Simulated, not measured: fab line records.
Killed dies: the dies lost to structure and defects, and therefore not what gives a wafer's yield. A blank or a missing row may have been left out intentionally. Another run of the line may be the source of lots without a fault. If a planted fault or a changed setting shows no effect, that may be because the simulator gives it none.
fab line records	flow sky130	part 2 of 2: steps 29 to 39 of 39
record lots=5	wafers=15	lastDay=49
route steps=708 shown METAL5@667 PASSIVATION@681 PAD_OPEN@694
lots untouched by any fault: they come from a run of this same line in which no faults occurred
startH: hours from the record's opening day to when the first of the lot's shown wafers began	waitH: time in hours since the lot's previous step	" the same as in the row above	L1.1+2: several wafers, shown together as one row	- value missing, or start not given	* or withheld: withheld	< > ~ a bound
route shown NAME@n: a module of which the file shows steps, and the number in the route of the first	usual: the fault-free wafers' mean and standard deviation	same: alike in all rows	chamber/n: place in a boat	sites: readings site by site	_std_site: standard deviation across them	_edge_site: outer sites' mean less inner sites'	radiusMm: how far each site lies from the wafer's centre	mask NAME#n: copy n	behind: the tool/chamber that last shaped the wafer	hold: why the lot was held/for how many hours/how that ended	device: names the non-switching transistor (n, p or np)	end of line: the tests these same wafers got at the end of their route	a step given without rows: its recipe and nothing more	killed: the dies lost at the first sort to structure and to defects; this is not the yield of the wafer	map: a wafer's dies, marking killed ones x, the rest . and places with no die _
set.NAME: the run value of the setting; set.NAME@STEP: its run value at that earlier step	model.NAME: the simulator's own value behind a step, which no gauge read
lots seen at some steps along the route; tables by step, rows by wafer
services: when a tool's chamber went out of use (startH, in hours from the record's first day, below 0 if earlier), for how many hours, and the reason
## steps
# step SKY_PAD_OPEN_HMDS_01
# recipe primeTimeS=60	primeTempC=120
lot.wafer	tool	chamber	startH	waitH
L076.2+3+4	lithoTrack-04	0	1070.57	0.1
L075.2+3+6	lithoTrack-02	0	1073.09	0.1
L080.2+4+6	lithoTrack-01	0	1101.90	0.1
L083.4+5+6	lithoTrack-04	0	1119.62	0.1
L090.3+4+6	lithoTrack-04	0	1157.35	0.1
# step SKY_PAD_OPEN_COAT_02
# recipe spinRpm=2000	resistThkNm=3000
lot.wafer	tool	chamber	startH	waitH
L076.2+3+4	lithoTrack-04	0	1070.72	0.1
L075.2+3+6	lithoTrack-02	0	1073.24	0.1
L080.2+4+6	lithoTrack-01	0	1102.05	0.1
L083.4+5+6	lithoTrack-04	0	1119.77	0.1
L090.3+4+6	lithoTrack-04	0	1157.50	0.1
# step SKY_PAD_OPEN_SOFTBAKE_03
# recipe tempC=110	timeS=withheld
# usual heaterPowerTotalW=65.31/0.15
lot.wafer	tool	chamber	startH	waitH	heaterPowerTotalW
L076.2	lithoTrack-04	0	1070.88	0.1	65.54
L076.3	"	0	"	"	65.50
L076.4	"	0	"	"	65.21
L075.2	lithoTrack-02	0	1073.40	0.1	65.38
L075.3	"	0	"	"	65.42
L075.6	"	0	"	"	65.36
L080.2	lithoTrack-01	0	1102.21	0.1	65.08
L080.4	"	0	"	"	65.41
L080.6	"	0	"	"	65.34
L083.4	lithoTrack-04	0	1119.95	0.1	65.13
L083.5	"	0	"	"	65.36
L083.6	"	0	"	"	65.46
L090.3	lithoTrack-04	0	1157.67	0.1	65.19
L090.4	"	0	"	"	65.36
L090.6	"	0	"	"	65.32
# step SKY_PAD_OPEN_EXPOSE_04
# recipe maskId=PDM	targetCdNm=60000	na=0.57	doseMj=260
# usual reticleTempC=22.98/0.11
lot.wafer	tool	chamber	startH	waitH	mask	reticleTempC
L076.2	ilineStepper-01	0	-	-	PDM#0	23.21
L076.3	"	0	"	"	PDM#0	22.91
L076.4	"	0	"	"	PDM#0	22.97
L075.2	ilineStepper-02	0	-	-	PDM#0	22.89
L075.3	"	0	"	"	PDM#0	22.90
L075.6	"	0	"	"	PDM#0	22.86
L080.2	ilineStepper-02	0	-	-	PDM#0	22.87
L080.4	"	0	"	"	PDM#0	22.84
L080.6	"	0	"	"	PDM#0	23.03
L083.4	ilineStepper-01	0	-	-	PDM#0	22.89
L083.5	"	0	"	"	PDM#0	22.98
L083.6	"	0	"	"	PDM#0	22.79
L090.3	ilineStepper-01	0	-	-	PDM#0	23.08
L090.4	"	0	"	"	PDM#0	22.85
L090.6	"	0	"	"	PDM#0	22.87
# step SKY_PAD_OPEN_PEB_05
# recipe tempC=115	timeS=withheld
# usual heaterPowerTotalW=69.35/0.14
lot.wafer	tool	chamber	startH	waitH	heaterPowerTotalW
L076.2	lithoTrack-04	0	-	-	69.65
L076.3	"	0	"	"	69.61
L076.4	"	0	"	"	69.14
L075.2	lithoTrack-01	0	-	-	69.52
L075.3	"	0	"	"	69.54
L075.6	"	0	"	"	69.55
L080.2	lithoTrack-02	0	-	-	69.37
L080.4	"	0	"	"	69.47
L080.6	"	0	"	"	69.38
L083.4	lithoTrack-04	0	-	-	69.14
L083.5	"	0	"	"	69.48
L083.6	"	0	"	"	69.24
L090.3	lithoTrack-02	0	-	-	69.16
L090.4	"	0	"	"	69.40
L090.6	"	0	"	"	69.19
# step SKY_PAD_OPEN_DEVELOP_06
# recipe developTimeS=60	devTempC=23
lot.wafer	tool	chamber	startH	waitH
L076.2+3+4	lithoTrack-04	0	-	-
L075.2+3+6	lithoTrack-01	0	-	-
L080.2+4+6	lithoTrack-02	0	-	-
L083.4+5+6	lithoTrack-04	0	-	-
L090.3+4+6	lithoTrack-02	0	-	-
# step SKY_PAD_OPEN_ETCH_07
# recipe chemistry=CF4/O2	targetDepthNm=725	stopOn=AlCu	sourceW=800	biasW=150	pressureMtorr=150	cf4FlowSccm=80	O2_flow_sccm=10	timeS=161.1
# usual O2_flow_sccm=10.000/0.03	drypumpMotorCurrentA=5.9/0.54	oesProductAu=0.979/0.0073	throttleValvePct=5.965/0.009
lot.wafer	tool	chamber	startH	waitH	O2_flow_sccm	drypumpMotorCurrentA	oesProductAu	rfHoursCounterH	throttleValvePct
L076.2	rieDiel-04	1	1081.50	-	10.052	6.7	0.965	7	5.961
L076.3	"	2	"	"	10.014	5.5	0.967	9	5.955
L076.4	"	3	"	"	9.988	6.6	0.989	14	5.963
L075.2	rieDiel-03	3	1083.77	-	9.950	5.9	0.968	11	5.971
L075.3	"	1	"	"	10.017	5.7	0.975	22	5.966
L075.6	"	1	"	"	10.021	5.7	0.975	-	5.976
L080.2	rieDiel-04	3	1112.07	-	9.991	6.7	0.985	15	5.972
L080.4	"	0	"	"	10.046	6.3	0.981	14	5.955
L080.6	"	1	"	"	9.958	6.7	0.978	-	5.960
L083.4	rieDiel-04	0	1129.60	-	9.989	6.4	0.973	14	5.995
L083.5	"	1	"	"	10.052	6.8	0.979	-	5.969
L083.6	"	2	"	"	10.020	5.5	0.970	-	5.978
L090.3	rieDiel-04	1	1166.32	-	9.998	6.7	0.987	10	5.969
L090.4	"	2	"	"	9.952	5.5	0.983	12	5.956
L090.6	"	1	"	"	9.986	6.7	0.981	-	5.968
# step SKY_PAD_OPEN_STRIP_08
# recipe chemistry=O2/N2	powerW=1400	pressureMtorr=1500	platenTempC=withheld	overashFraction=0.7	o2FlowSccm=3000	n2FlowSccm=300
# usual drypumpMotorCurrentA=5.8/0.6	oesProductAu=0.662/0.0041
lot.wafer	tool	chamber	startH	waitH	drypumpMotorCurrentA	oesProductAu	rfHoursCounterH
L076.2	plasmaAsher-03	1	1081.61	0.1	5.9	0.660	92
L076.3	"	1	"	"	5.9	0.658	-
L076.4	"	0	"	"	6.7	0.661	-
L075.2	plasmaAsher-04	1	1083.88	0.1	5.3	0.666	2
L075.3	"	1	"	"	5.3	0.665	-
L075.6	"	1	"	"	5.3	0.661	-
L080.2	plasmaAsher-04	1	1112.17	0.1	5.3	0.660	5
L080.4	"	0	"	"	5.0	0.665	-
L080.6	"	1	"	"	5.3	0.657	-
L083.4	plasmaAsher-02	0	1129.74	0.1	5.6	0.652	-
L083.5	"	0	"	"	5.6	0.661	-
L083.6	"	1	"	"	5.4	0.654	-
L090.3	plasmaAsher-02	1	1166.46	0.1	5.4	0.664	-
L090.4	"	0	"	"	5.6	0.661	-
L090.6	"	1	"	"	5.4	0.662	-
# step SKY_PAD_OPEN_STRIP_09
# recipe chemistry=postEtchResidueRemover	timeS=1200	tempC=72.5
lot.wafer	tool	chamber	startH	waitH
L076.2+3+4	wetBench-02	2	1081.71	0.1
L075.2+3+6	wetBench-01	3	1083.98	0.1
L080.2+4+6	wetBench-03	1	1112.27	0.1
L083.4+5+6	wetBench-03	1	1130.08	0.3
L090.3+4+6	wetBench-02	3	1166.52	0.0
# step SKY_PAD_OPEN_CLEAN_10
# recipe chemistry=IPA	timeS=180	tempC=25
lot.wafer	tool	chamber	startH	waitH
L076.2+3+4	wetBench-03	0	1082.05	0.0
L075.2+3+6	wetBench-03	0	1084.35	0.0
L080.2+4+6	wetBench-03	3	1113.64	0.0
L083.4+5+6	wetBench-02	3	1130.45	0.0
L090.3+4+6	wetBench-01	0	1166.93	0.0
# step SKY_PAD_OPEN_CLEAN_11
# recipe chemistry=O3/DIW	dry=n2Spin
lot.wafer	tool	chamber	startH	waitH
L076.2+3+4	wetBench-02	0	1082.11	0.0
L075.2+3+6	wetBench-02	0	1084.41	0.0
L080.2+4+6	wetBench-03	1	1113.87	0.0
L083.4+5+6	wetBench-02	2	1130.51	0.0
L090.3+4+6	wetBench-02	0	1166.99	0.0
## services
tool	chamber	startH	hours	kind
plasmaAsher-03	-	1012.13	1.5	repair
plasmaAsher-03	-	1021.01	2.1	repair
rieDiel-04	3	1024.89	8.0	repair
pecvd-01	-	1025.28	2.8	pm
rieDiel-04	1	1025.32	1.6	repair
rieMetal-03	0	1025.51	2.5	repair
rieDiel-03	0	1032.71	12.4	repair
pecvd-02	-	1034.79	1.7	repair
pecvd-02	2	1039.07	19.7	repair
rieDiel-02	2	1045.87	7.2	repair
plasmaAsher-04	-	1055.25	9.0	pm
rieDiel-02	2	1057.39	11.7	repair
rieMetal-03	-	1076.58	0.2	repair
rieDiel-03	-	1085.92	0.2	repair
rieDiel-02	0	1093.64	7.1	repair
ilineStepper-01	-	1097.24	5.5	repair
ilineStepper-01	-	1097.98	4.2	repair
ilineStepper-01	-	1102.76	4.4	pm
rieDiel-01	1	1110.49	9.9	repair
pecvd-02	-	1123.57	2.8	pm
pecvd-01	1	1148.89	2.3	repair
rieMetal-03	-	1151.06	1.9	repair
plasmaAsher-04	-	1151.30	10.8	repair
rieMetal-03	-	1159.86	2.8	pm
